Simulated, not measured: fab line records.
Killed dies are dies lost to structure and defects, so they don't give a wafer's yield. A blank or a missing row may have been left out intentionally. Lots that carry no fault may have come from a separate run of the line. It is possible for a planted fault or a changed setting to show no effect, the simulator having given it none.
fab line records	flow sky130
[record] lots = 24	wafers = 72	last-day = 50
route steps=708 shown SD_N@354 METAL1@452 METAL2@499 METAL4@598 PASSIVATION@682
lots with no fault: from the same line, run without faults
start-h: hours from the record's opening day to when the first of the lot's shown wafers began	wait-h: how many hours have passed since the lot's step before this one	" same as the row above	L1.1+2: one row covering several wafers at once	- no value, or no start was given	* or withheld: withheld	< > ~ a bound
route shown NAME@n: names a module that has steps shown in the file, with the first one's number in the route	usual: average and standard deviation across the fault-free wafers	same: alike in all rows	chamber/n: place in a boat	sites: per-site readings	_std_site: standard deviation of those values	_edge_site: the outer-site mean with the inner-site mean subtracted	radius-mm: for every site, how far away it sits from the centre of the wafer	mask NAME#n: copy n	behind: the tool/chamber that last shaped the wafer	hold: cause of the lot's hold/its duration in hours/its outcome	device: whichever transistor did not switch (one of n, p or np)	end of line: at the end of the route, the tests of the same wafers	a step given without rows: its recipe and nothing more	killed: count of dies lost to structure and defects at first sort (not the wafer's yield)	map: a wafer's dies, x killed, . not, _ none there
set.NAME: the setting that was run; set.NAME@STEP: the one run at that earlier step	model.NAME: the simulator's own value behind a step, which no gauge read
the route's steps for a sample of lots (tables are steps, rows are wafers)
services: the hour from which a tool's chamber was out of use, counted from the record's first day as start-h (under 0 if before that day), plus the number of hours and why
[[steps]]
[step SKY_SD_N_TW_MEAS_12]
[usual] SD_N_TW = 3929/47
lot.wafer	tool	chamber	start-h	wait-h	SD_N_TW
L074.1	film-metro-02	-	632.55	0.1	3979
L074.2	"	-	"	"	3953
L074.4	"	-	"	"	3972
L075.3	film-metro-04	-	648.57	0.1	3956
L075.5	"	-	"	"	3943
L075.6	"	-	"	"	3916
L076.1	film-metro-02	-	659.30	0.1	3951
L076.2	"	-	"	"	3960
L076.5	"	-	"	"	3977
L077.2	film-metro-01	-	663.11	0.1	3909
L077.3	"	-	"	"	3897
L077.6	"	-	"	"	3907
L078.3	film-metro-02	-	679.06	0.1	4016
L078.5	"	-	"	"	4021
L078.6	"	-	"	"	4015
L079.2	film-metro-02	-	681.70	0.1	3987
L079.3	"	-	"	"	3976
L079.4	"	-	"	"	4004
L080.2	film-metro-01	-	692.85	0.1	3873
L080.4	"	-	"	"	3858
L080.6	"	-	"	"	3874
L081.3	film-metro-04	-	700.52	0.1	3923
L081.4	"	-	"	"	3920
L081.5	"	-	"	"	3920
L082.1	film-metro-04	-	708.48	0.1	3916
L082.3	"	-	"	"	3923
L082.5	"	-	"	"	3925
L083.2	film-metro-01	-	731.76	0.1	3882
L083.3	"	-	"	"	3869
L083.4	"	-	"	"	3864
L084.2	film-metro-02	-	736.90	0.1	3977
L084.5	"	-	"	"	3986
L084.6	"	-	"	"	3979
L085.3	film-metro-04	-	738.25	0.1	3951
L085.4	"	-	"	"	3969
L085.5	"	-	"	"	3957
L086.2	film-metro-01	-	754.50	0.1	3863
L086.4	"	-	"	"	3852
L086.6	"	-	"	"	3866
L087.1	film-metro-01	-	770.30	0.1	3875
L087.2	"	-	"	"	3850
L087.3	"	-	"	"	3855
L088.3	film-metro-04	-	781.91	0.1	3936
L088.5	"	-	"	"	3940
L088.6	"	-	"	"	3945
L089.3	film-metro-04	-	787.61	0.1	3951
L089.5	"	-	"	"	3948
L089.6	"	-	"	"	3929
L090.1	film-metro-01	-	788.48	0.1	3875
L090.4	"	-	"	"	3863
L090.5	"	-	"	"	3830
L091.2	film-metro-04	-	792.05	0.1	3961
L091.4	"	-	"	"	3933
L091.5	"	-	"	"	3915
L092.1	film-metro-02	-	793.14	0.1	3986
L092.3	"	-	"	"	3987
L092.5	"	-	"	"	3975
L093.3	film-metro-02	-	796.87	0.1	3981
L093.4	"	-	"	"	3987
L093.5	"	-	"	"	3969
L094.1	film-metro-04	-	801.94	0.1	3882
L094.2	"	-	"	"	3931
L094.5	"	-	"	"	3913
L095.2	film-metro-01	-	826.34	0.1	3855
L095.3	"	-	"	"	3841
L095.5	"	-	"	"	3865
L096.1	film-metro-04	-	828.08	0.1	3929
L096.3	"	-	"	"	3911
L096.4	"	-	"	"	3905
L097.1	film-metro-04	-	843.75	0.1	3938
L097.2	"	-	"	"	3937
L097.5	"	-	"	"	3954
[step SKY_METAL1_ETCH_18]
[recipe] chemistry = N2/H2	target = BARC	ion-energy-ev = 200	bias-w = 100	pressure-mtorr = 30	n2-flow-sccm = 100	h2-flow-sccm = 200	icp-w = 500	stop-on = SiO2	time-s = 47.55	target-depth-a = 600
[usual] drypump-motor-current-A = 6.0/0.38	oes-product-au = 0.849/0.005	throttle-valve-pct = 13.224/0.009
[same] time-s = 47.55
lot.wafer	tool	chamber	start-h	wait-h	drypump-motor-current-A	oes-product-au	rf-hours-counter-h	throttle-valve-pct
L074.1	rie-metal-03	1	748.73	0.0	5.6	0.856	1	13.222
L074.2	"	0	"	"	6.2	0.856	13	13.240
L074.4	"	0	"	"	6.2	0.848	-	13.229
L075.3	rie-metal-04	1	763.53	0.1	6.2	0.856	-	13.226
L075.5	"	1	"	"	6.2	0.848	-	13.219
L075.6	"	1	"	"	6.2	0.850	-	13.201
L076.1	rie-metal-01	1	774.28	0.0	5.8	0.844	9	13.234
L076.2	"	0	"	"	6.5	0.852	4	13.230
L076.5	"	1	"	"	5.8	0.853	-	13.222
L077.2	rie-metal-04	1	777.31	0.1	6.2	0.841	-	13.229
L077.3	"	1	"	"	6.2	0.840	-	13.232
L077.6	"	1	"	"	6.2	0.836	-	13.214
L078.3	rie-metal-01	1	794.45	0.0	5.8	0.849	-	13.233
L078.5	"	1	"	"	5.8	0.849	-	13.226
L078.6	"	0	"	"	6.5	0.847	-	13.238
L079.2	rie-metal-03	1	795.43	0.1	5.6	0.852	-	13.208
L079.3	"	1	"	"	5.6	0.843	-	13.219
L079.4	"	1	"	"	5.6	0.859	-	13.230
L080.2	rie-metal-01	0	806.66	0.0	6.4	0.855	5	13.228
L080.4	"	0	"	"	6.4	0.848	-	13.221
L080.6	"	1	"	"	5.8	0.852	-	13.223
L081.3	rie-metal-03	1	813.78	0.0	5.6	0.853	-	13.212
L081.4	"	0	"	"	6.2	0.846	-	13.218
L081.5	"	1	"	"	5.6	0.847	-	13.226
L082.1	rie-metal-04	0	821.93	0.0	5.3	0.849	1	13.230
L082.3	"	1	"	"	6.3	0.848	-	13.231
L082.5	"	1	"	"	6.3	0.851	-	13.228
L083.2	rie-metal-04	0	845.51	0.0	5.3	0.846	2	13.211
L083.3	"	0	"	"	5.3	0.859	-	13.241
L083.4	"	1	"	"	6.2	0.843	-	13.243
L084.2	rie-metal-04	0	848.33	0.0	5.3	0.858	2	13.222
L084.5	"	1	"	"	6.2	0.859	-	13.222
L084.6	"	0	"	"	5.3	0.853	-	13.218
L085.3	rie-metal-04	1	850.40	0.0	6.2	0.849	-	13.220
L085.4	"	0	"	"	5.3	0.847	-	13.223
L085.5	"	0	"	"	5.3	0.850	-	13.226
L086.2	rie-metal-01	1	866.66	0.0	5.8	0.853	12	13.210
L086.4	"	1	"	"	5.8	0.848	-	13.230
L086.6	"	0	"	"	6.4	0.853	-	13.226
L087.1	rie-metal-01	1	881.98	0.0	5.8	0.848	13	13.221
L087.2	"	0	"	"	6.4	0.853	8	13.217
L087.3	"	1	"	"	5.8	0.848	-	13.237
L088.3	rie-metal-03	0	892.33	0.0	6.2	0.850	-	13.220
L088.5	"	0	"	"	6.1	0.848	-	13.229
L088.6	"	1	"	"	5.6	0.856	-	13.223
L089.3	rie-metal-03	0	898.10	0.0	6.2	0.848	-	13.226
L089.5	"	1	"	"	5.6	0.848	-	13.237
L089.6	"	0	"	"	6.2	0.849	-	13.212
L090.1	rie-metal-01	1	899.68	0.0	5.8	0.852	13	13.234
L090.4	"	1	"	"	5.8	0.852	-	13.220
L090.5	"	1	"	"	5.7	0.847	-	13.233
L091.2	rie-metal-04	0	902.51	0.0	5.3	0.858	4	13.233
L091.4	"	1	"	"	6.2	0.848	-	13.221
L091.5	"	1	"	"	6.2	0.859	-	13.224
L092.1	rie-metal-01	0	903.46	0.0	6.4	0.856	9	13.231
L092.3	"	0	"	"	6.4	0.842	-	13.222
L092.5	"	0	"	"	6.4	0.852	-	13.232
L093.3	rie-metal-04	0	907.33	0.0	5.3	0.851	-	13.227
L093.4	"	1	"	"	6.2	0.845	-	13.219
L093.5	"	1	"	"	6.2	0.853	-	13.228
L094.1	rie-metal-01	1	912.23	0.0	5.8	0.844	14	13.238
L094.2	"	0	"	"	6.4	0.846	9	13.231
L094.5	"	0	"	"	6.4	0.845	-	13.230
L095.2	rie-metal-04	0	935.21	0.0	5.3	0.847	5	13.231
L095.3	"	0	"	"	5.3	0.848	-	13.224
L095.5	"	1	"	"	6.2	0.848	-	13.230
L096.1	rie-metal-03	1	936.53	0.0	5.6	0.843	10	13.227
L096.3	"	1	"	"	5.6	0.844	-	13.220
L096.4	"	0	"	"	6.2	0.849	-	13.222
L097.1	rie-metal-01	1	950.83	0.0	5.7	0.845	16	13.218
L097.2	"	0	"	"	6.4	0.849	11	13.230
L097.5	"	0	"	"	6.4	0.853	-	13.217
[step SKY_METAL2_OVL_MEAS_16]
[usual] METAL2_OVL = 5/5.6
lot.wafer	tool	chamber	start-h	wait-h	METAL2_OVL[nm]
L074.1	overlay-02	-	805.15	0.1	5
L074.2	"	-	"	"	13
L074.4	"	-	"	"	8
L075.3	overlay-02	-	818.67	0.1	9
L075.5	"	-	"	"	4
L075.6	"	-	"	"	13
L076.1	overlay-02	-	830.30	0.1	4
L076.2	"	-	"	"	-1
L076.5	"	-	"	"	6
L077.2	overlay-02	-	833.41	0.1	11
L077.3	"	-	"	"	1
L077.6	"	-	"	"	7
L078.3	overlay-01	-	850.67	0.1	0
L078.5	"	-	"	"	-7
L078.6	"	-	"	"	2
L079.2	overlay-02	-	851.02	0.1	7
L079.3	"	-	"	"	8
L079.4	"	-	"	"	7
L080.2	overlay-02	-	862.62	0.1	12
L080.4	"	-	"	"	8
L080.6	"	-	"	"	11
L081.3	overlay-02	-	869.24	0.1	3
L081.4	"	-	"	"	1
L081.5	"	-	"	"	7
L082.1	overlay-01	-	876.56	0.1	-5
L082.3	"	-	"	"	-1
L082.5	"	-	"	"	-2
L083.2	overlay-02	-	900.91	0.1	19
L083.3	"	-	"	"	16
L083.4	"	-	"	"	20
L084.2	overlay-01	-	903.22	0.1	6
L084.5	"	-	"	"	9
L084.6	"	-	"	"	10
L085.3	overlay-01	-	904.97	0.1	2
L085.4	"	-	"	"	7
L085.5	"	-	"	"	7
L086.2	overlay-01	-	919.92	0.1	-1
L086.4	"	-	"	"	-3
L086.6	"	-	"	"	-1
L087.1	overlay-01	-	935.96	0.1	-1
L087.2	"	-	"	"	-3
L087.3	"	-	"	"	0
L088.3	overlay-01	-	945.57	0.1	9
L088.5	"	-	"	"	7
L088.6	"	-	"	"	-3
L089.3	overlay-02	-	952.16	0.1	3
L089.5	"	-	"	"	5
L089.6	"	-	"	"	9
L090.1	overlay-01	-	952.50	0.1	6
L090.4	"	-	"	"	17
L090.5	"	-	"	"	4
L091.2	overlay-01	-	954.82	0.1	3
L091.4	"	-	"	"	2
L091.5	"	-	"	"	10
L092.1	overlay-02	-	955.96	0.1	1
L092.3	"	-	"	"	2
L092.5	"	-	"	"	9
L093.3	overlay-01	-	959.97	0.1	7
L093.4	"	-	"	"	3
L093.5	"	-	"	"	1
L094.1	overlay-01	-	963.81	0.1	12
L094.2	"	-	"	"	4
L094.5	"	-	"	"	13
L095.2	overlay-01	-	986.51	0.1	5
L095.3	"	-	"	"	9
L095.5	"	-	"	"	15
L096.1	overlay-02	-	987.45	0.1	10
L096.3	"	-	"	"	13
L096.4	"	-	"	"	2
L097.1	overlay-02	-	999.71	0.1	14
L097.2	"	-	"	"	8
L097.5	"	-	"	"	11
[step SKY_METAL4_SPUTTER_00]
[recipe] material = Ti	target-thk-nm = 15	power-w = 3000	time-s = 10	chamber-pressure-pa = 0.4
[usual] throttle-valve-pct = 29.8/1.1
[same] time-s = 10
lot.wafer	tool	chamber	start-h	wait-h	throttle-valve-pct
L074.1	pvd-sputter-02	-	915.31	0.1	31.4
L074.2	"	-	"	"	29.7
L074.4	"	-	"	"	31.2
L075.3	pvd-sputter-02	-	928.77	0.1	31.4
L075.5	"	-	"	"	29.8
L075.6	"	-	"	"	31.1
L076.1	pvd-sputter-04	-	939.92	0.2	30.9
L076.2	"	-	"	"	28.8
L076.5	"	-	"	"	30.0
L077.2	pvd-sputter-02	-	941.67	0.1	31.1
L077.3	"	-	"	"	31.2
L077.6	"	-	"	"	29.3
L078.3	pvd-sputter-02	-	959.64	0.2	29.6
L078.5	"	-	"	"	29.7
L078.6	"	-	"	"	29.3
L079.2	pvd-sputter-03	-	959.69	0.1	30.2
L079.3	"	-	"	"	28.5
L079.4	"	-	"	"	28.9
L080.2	pvd-sputter-04	-	969.11	0.2	28.1
L080.4	"	-	"	"	28.6
L080.6	"	-	"	"	28.2
L081.3	pvd-sputter-02	-	976.35	0.2	29.3
L081.4	"	-	"	"	31.2
L081.5	"	-	"	"	31.1
L082.1	pvd-sputter-02	-	984.25	0.1	29.1
L082.3	"	-	"	"	31.1
L082.5	"	-	"	"	31.3
L083.2	pvd-sputter-04	-	1005.33	0.1	30.7
L083.3	"	-	"	"	30.1
L083.4	"	-	"	"	28.2
L084.2	pvd-sputter-04	-	1006.28	0.1	30.2
L084.5	"	-	"	"	28.8
L084.6	"	-	"	"	28.1
L085.3	pvd-sputter-04	-	1009.30	0.1	28.9
L085.4	"	-	"	"	30.4
L085.5	"	-	"	"	28.5
L086.2	pvd-sputter-02	-	1022.00	0.1	31.3
L086.4	"	-	"	"	30.0
L086.6	"	-	"	"	29.6
L087.1	pvd-sputter-03	-	1036.85	0.2	28.8
L087.2	"	-	"	"	28.4
L087.3	"	-	"	"	30.3
L088.3	pvd-sputter-03	-	1044.68	0.1	30.2
L088.5	"	-	"	"	29.0
L088.6	"	-	"	"	28.7
L089.3	pvd-sputter-04	-	1049.64	0.2	28.7
L089.5	"	-	"	"	30.2
L089.6	"	-	"	"	28.5
L090.1	pvd-sputter-02	-	1050.70	0.1	29.4
L090.4	"	-	"	"	31.3
L090.5	"	-	"	"	31.3
L091.2	pvd-sputter-04	-	1053.67	0.1	28.3
L091.4	"	-	"	"	30.9
L091.5	"	-	"	"	28.3
L092.1	pvd-sputter-03	-	1055.06	0.2	28.5
L092.3	"	-	"	"	29.1
L092.5	"	-	"	"	30.2
L093.3	pvd-sputter-02	-	1058.94	0.1	29.6
L093.4	"	-	"	"	31.2
L093.5	"	-	"	"	31.1
L094.1	pvd-sputter-04	-	1061.96	0.1	28.6
L094.2	"	-	"	"	30.4
L094.5	"	-	"	"	30.5
L095.2	pvd-sputter-02	-	1082.81	0.1	29.7
L095.3	"	-	"	"	31.2
L095.5	"	-	"	"	31.3
L096.1	pvd-sputter-04	-	1083.41	0.1	28.7
L096.3	"	-	"	"	31.2
L096.4	"	-	"	"	28.4
L097.1	pvd-sputter-04	-	1092.45	0.2	30.7
L097.2	"	-	"	"	30.4
L097.5	"	-	"	"	28.7
[step SKY_METAL4_DESCUM_15]
[recipe] chemistry = O2	source-power-w = 150	bias-power-w = 0	pressure-mtorr = 10	temp-c = 40	time-s = 8
[usual] drypump-motor-current-A = 6.0/0.31	oes-product-au = 1.004/0.0091
[same] time-s = 8
lot.wafer	tool	chamber	start-h	wait-h	drypump-motor-current-A	oes-product-au	rf-hours-counter-h
L074.1	rie-metal-02	0	964.75	0.0	6.2	0.995	14
L074.2	"	1	"	"	5.7	0.985	8
L074.4	"	1	"	"	5.7	0.999	-
L075.3	rie-metal-02	1	978.51	0.0	5.7	0.990	-
L075.5	"	1	"	"	5.7	0.983	-
L075.6	"	0	"	"	6.2	0.992	-
L076.1	rie-metal-02	0	987.88	0.0	6.2	0.991	16
L076.2	"	1	"	"	5.7	0.988	9
L076.5	"	1	"	"	5.7	0.997	-
L077.2	rie-metal-03	0	991.43	0.0	6.2	1.011	8
L077.3	"	0	"	"	6.2	1.015	-
L077.6	"	1	"	"	5.6	1.003	-
L078.3	rie-metal-03	0	1007.59	0.0	6.2	1.000	-
L078.5	"	0	"	"	6.2	1.018	-
L078.6	"	1	"	"	5.6	1.000	-
L079.2	rie-metal-01	0	1008.60	0.0	6.4	0.999	15
L079.3	"	1	"	"	5.8	0.996	-
L079.4	"	0	"	"	6.4	1.006	-
L080.2	rie-metal-03	0	1015.80	0.0	6.2	1.015	9
L080.4	"	0	"	"	6.2	1.002	-
L080.6	"	0	"	"	6.2	1.015	-
L081.3	rie-metal-03	1	1022.29	0.0	5.6	1.003	-
L081.4	"	0	"	"	6.2	1.014	-
L081.5	"	0	"	"	6.2	1.014	-
L082.1	rie-metal-01	0	1031.35	0.0	6.4	1.003	16
L082.3	"	0	"	"	6.4	1.007	-
L082.5	"	0	"	"	6.4	1.010	-
L083.2	rie-metal-01	1	1050.68	0.0	5.7	0.999	21
L083.3	"	1	"	"	5.8	0.998	-
L083.4	"	0	"	"	6.4	1.006	-
L084.2	rie-metal-03	1	1052.43	0.0	5.6	1.000	16
L084.5	"	1	"	"	5.6	0.993	-
L084.6	"	0	"	"	6.2	1.005	-
L085.3	rie-metal-02	0	1057.46	0.0	6.2	1.001	-
L085.4	"	1	"	"	5.7	0.991	-
L085.5	"	1	"	"	5.7	0.995	-
L086.2	rie-metal-03	1	1065.65	0.0	5.6	0.995	17
L086.4	"	0	"	"	6.2	1.007	-
L086.6	"	0	"	"	6.2	1.006	-
L087.1	rie-metal-01	0	1080.40	0.0	6.4	1.007	19
L087.2	"	1	"	"	5.8	1.005	23
L087.3	"	0	"	"	6.4	1.003	-
L088.3	rie-metal-03	0	1088.61	0.0	6.2	1.007	-
L088.5	"	1	"	"	5.6	1.015	-
L088.6	"	0	"	"	6.2	1.017	-
L089.3	rie-metal-03	0	1091.94	0.0	6.2	0.999	-
L089.5	"	0	"	"	6.2	0.998	-
L089.6	"	1	"	"	5.6	0.999	-
L090.1	rie-metal-01	0	1093.08	0.0	6.4	1.008	20
L090.4	"	0	"	"	6.4	1.002	-
L090.5	"	0	"	"	6.4	1.004	-
L091.2	rie-metal-02	1	1094.85	0.0	5.7	1.019	16
L091.4	"	1	"	"	5.7	0.996	-
L091.5	"	0	"	"	6.1	1.005	-
L092.1	rie-metal-03	1	1097.50	0.0	5.6	1.011	19
L092.3	"	1	"	"	5.6	1.008	-
L092.5	"	1	"	"	5.6	1.002	-
L093.3	rie-metal-02	1	1100.48	0.0	5.7	1.001	-
L093.4	"	0	"	"	6.2	1.001	-
L093.5	"	1	"	"	5.7	1.012	-
L094.1	rie-metal-01	0	1104.25	0.0	6.4	1.020	22
L094.2	"	0	"	"	6.4	1.023	-
L094.5	"	0	"	"	6.4	1.015	-
L095.2	rie-metal-02	0	1119.95	0.0	6.2	0.994	25
L095.3	"	0	"	"	6.2	1.005	-
L095.5	"	1	"	"	5.7	0.997	-
L096.1	rie-metal-01	0	1120.25	0.0	6.4	1.018	23
L096.3	"	0	"	"	6.4	1.017	-
L096.4	"	0	"	"	6.4	1.013	-
L097.1	rie-metal-02	0	1128.33	0.0	6.2	0.996	26
L097.2	"	1	"	"	5.7	0.997	19
L097.5	"	1	"	"	5.7	1.007	-
[step SKY_PASSIVATION_THK_MEAS_01]
[recipe] reads = SiO2_of_PASSIVATION_CVD_00
[usual] PASSIVATION_CVD_00_THK = 90.1/1.3
lot.wafer	tool	chamber	start-h	wait-h	PASSIVATION_CVD_00_THK[nm]
L074.1	film-metro-01	-	1014.76	-	89.3
L074.2	"	-	"	"	88.6
L074.4	"	-	"	"	91.0
L075.3	film-metro-04	-	1028.47	-	91.2
L075.5	"	-	"	"	92.3
L075.6	"	-	"	"	92.8
L076.1	film-metro-04	-	1037.44	-	92.2
L076.2	"	-	"	"	90.2
L076.5	"	-	"	"	90.4
L077.2	film-metro-02	-	1040.17	-	91.5
L077.3	"	-	"	"	91.4
L077.6	"	-	"	"	92.5
L078.3	film-metro-04	-	1056.04	-	89.3
L078.5	"	-	"	"	90.3
L078.6	"	-	"	"	90.4
L079.2	film-metro-01	-	1056.15	-	89.1
L079.3	"	-	"	"	89.9
L079.4	"	-	"	"	89.6
L080.2	film-metro-02	-	1063.58	-	89.1
L080.4	"	-	"	"	90.5
L080.6	"	-	"	"	90.9
L081.3	film-metro-02	-	1069.37	-	88.7
L081.4	"	-	"	"	89.1
L081.5	"	-	"	"	89.9
L082.1	film-metro-04	-	1077.57	-	89.8
L082.3	"	-	"	"	87.6
L082.5	"	-	"	"	90.1
L083.2	film-metro-04	-	1094.97	-	88.9
L083.3	"	-	"	"	87.9
L083.4	"	-	"	"	89.7
L084.2	film-metro-01	-	1096.59	-	89.9
L084.5	"	-	"	"	91.3
L084.6	"	-	"	"	90.5
L085.3	film-metro-02	-	1103.00	-	88.6
L085.4	"	-	"	"	91.0
L085.5	"	-	"	"	91.0
L086.2	film-metro-01	-	1110.36	-	89.7
L086.4	"	-	"	"	92.1
L086.6	"	-	"	"	90.4
L087.1	film-metro-02	-	1124.10	-	90.2
L087.2	"	-	"	"	90.4
L087.3	"	-	"	"	89.8
L088.3	film-metro-04	-	1134.25	-	89.4
L088.5	"	-	"	"	90.8
L088.6	"	-	"	"	90.7
L089.3	film-metro-04	-	1135.27	-	89.1
L089.5	"	-	"	"	91.0
L089.6	"	-	"	"	89.8
L090.1	film-metro-02	-	1136.42	-	88.8
L090.4	"	-	"	"	89.3
L090.5	"	-	"	"	89.4
L091.2	film-metro-04	-	1139.37	-	88.1
L091.4	"	-	"	"	89.8
L091.5	"	-	"	"	90.3
L092.1	film-metro-02	-	1140.64	-	89.9
L092.3	"	-	"	"	89.2
L092.5	"	-	"	"	90.9
L093.3	film-metro-02	-	1143.85	-	89.0
L093.4	"	-	"	"	90.5
L093.5	"	-	"	"	89.9
L094.1	film-metro-04	-	1147.30	-	90.0
L094.2	"	-	"	"	88.1
L094.5	"	-	"	"	91.7
L095.2	film-metro-01	-	1161.44	-	89.1
L095.3	"	-	"	"	89.1
L095.5	"	-	"	"	91.7
L096.1	film-metro-01	-	1163.14	-	90.4
L096.3	"	-	"	"	89.5
L096.4	"	-	"	"	91.9
L097.1	film-metro-01	-	1168.77	-	88.3
L097.2	"	-	"	"	88.9
L097.5	"	-	"	"	90.0
[[services]]
tool	chamber	start-h	hours	kind
pvd-sputter-03	-	746.26	3.2	repair
rie-metal-03	-	812.61	0.6	repair
pvd-sputter-02	-	827.26	11.6	repair
pvd-sputter-02	-	840.67	1.2	repair
rie-metal-02	0	847.39	5.1	repair
pvd-sputter-02	-	868.18	2.4	repair
pvd-sputter-02	-	880.20	4.8	repair
pvd-sputter-04	-	890.21	0.9	repair
pvd-sputter-04	-	890.26	5.2	repair
pvd-sputter-04	-	894.11	5.4	repair
rie-metal-04	-	919.61	10.6	repair
pvd-sputter-02	-	931.67	1.4	repair
rie-metal-01	-	943.71	0.4	repair
rie-metal-03	-	955.18	0.6	repair
rie-metal-04	1	959.23	2.5	repair
pvd-sputter-04	-	971.67	4.9	repair
rie-metal-01	1	984.98	6.7	repair
pvd-sputter-03	-	989.26	21.2	repair
rie-metal-03	-	1013.69	1.4	pm
rie-metal-02	-	1023.06	3.7	repair
rie-metal-04	1	1045.65	7.9	repair
rie-metal-02	-	1050.04	0.3	repair
rie-metal-01	1	1094.02	17.4	repair
rie-metal-01	0	1110.66	6.3	repair
[[key]]
fault none
